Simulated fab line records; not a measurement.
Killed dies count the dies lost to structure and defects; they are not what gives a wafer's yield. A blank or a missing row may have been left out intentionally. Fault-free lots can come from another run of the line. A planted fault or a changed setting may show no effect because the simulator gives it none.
Matching of chambers    flow gf180mcu    4 sister chambers for GF_V4_CMP_04 on cmp-02
The step polishes SiO2. 24 wafers are shown with their chamber, then 12 later ones without.

WAFERS WITH THEIR CHAMBER
wafer   chamber  motor_current_A (A)  time_to_endpoint_s (s)
L074.4  0        13.6                 74
L074.5  0        13.4                 72
L074.6  3        12.8                 94
L077.2  1        12.0                 78
L077.3  2        10.6                 68
L077.5  3        12.9                 86
L077.1  3        12.1                 84
L077.4  0        13.4                 76
L077.6  2        11.5                 74
L075.1  1        12.4                 72
L075.2  0        13.5                 59
L075.6  1        11.4                 75
L084.1  2        10.6                 72
L084.3  1        12.4                 69
L084.6  2        11.7                 75
L084.2  3        12.9                 79
L084.4  0        13.3                 70
L084.5  3        12.3                 88
L085.1  0        13.0                 56
L085.3  2        11.0                 67
L085.6  3        12.9                 72
L087.1  1        11.7                 66
L087.4  2        10.8                 60
L087.6  0        13.3                 77

SIGNATURES, as means of the wafers listed above
reading             chamber 0  chamber 1  chamber 2  chamber 3  scatter within a chamber
motor_current_A     13.357     11.980     11.033     12.650     0.368
time_to_endpoint_s  69.14      72.00      69.33      83.83      6.9
Rule: a wafer lies at a distance from a chamber equal to the root of the sum of squares, over the readings, of (its reading less the chamber's mean, divided by the reading's scatter). If the next closest chamber is less than 2 further off than the closest, the wafer can't be placed; otherwise it belongs to the closest. The scatter: take each reading less its chamber's mean, square it, sum over the shown wafers, divide by the number of wafers less the number of chambers, and take the root.

WAFERS WHOSE CHAMBER IS MISSING
wafer   motor_current_A (A)  time_to_endpoint_s (s)
L088.2  12.7                 68
L088.4  11.5                 72
L088.5  13.1                 75
L088.1  12.4                 69
L088.3  12.9                 74
L088.6  11.3                 62
L089.1  13.1                 81
L089.3  13.9                 71
L089.4  11.0                 60
L092.1  12.7                 78
L092.2  11.9                 70
L092.3  10.5                 61

CHAMBER TAKEN BY EACH
wafer   from the rows above           in truth
L088.2  can't be placed: 0 or 1 or 3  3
L088.4  can't be placed: 1 or 2       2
L088.5  can't be placed: 0 or 3 or 1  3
L088.1  can't be placed: 1 or 3 or 0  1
L088.3  can't be placed: 0 or 3 or 1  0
L088.6  can't be placed: 2 or 1       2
L089.1  can't be placed: 3 or 0       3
L089.3  0                             0
L089.4  can't be placed: 2 or 1       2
L092.1  can't be placed: 3 or 1 or 0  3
L092.2  can't be placed: 1 or 2       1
L092.3  2                             2
Correctly placed: 2 of 12. Can't be placed from these rows: 10 (the true chamber is among the candidates in 10). 0 placed wrongly.
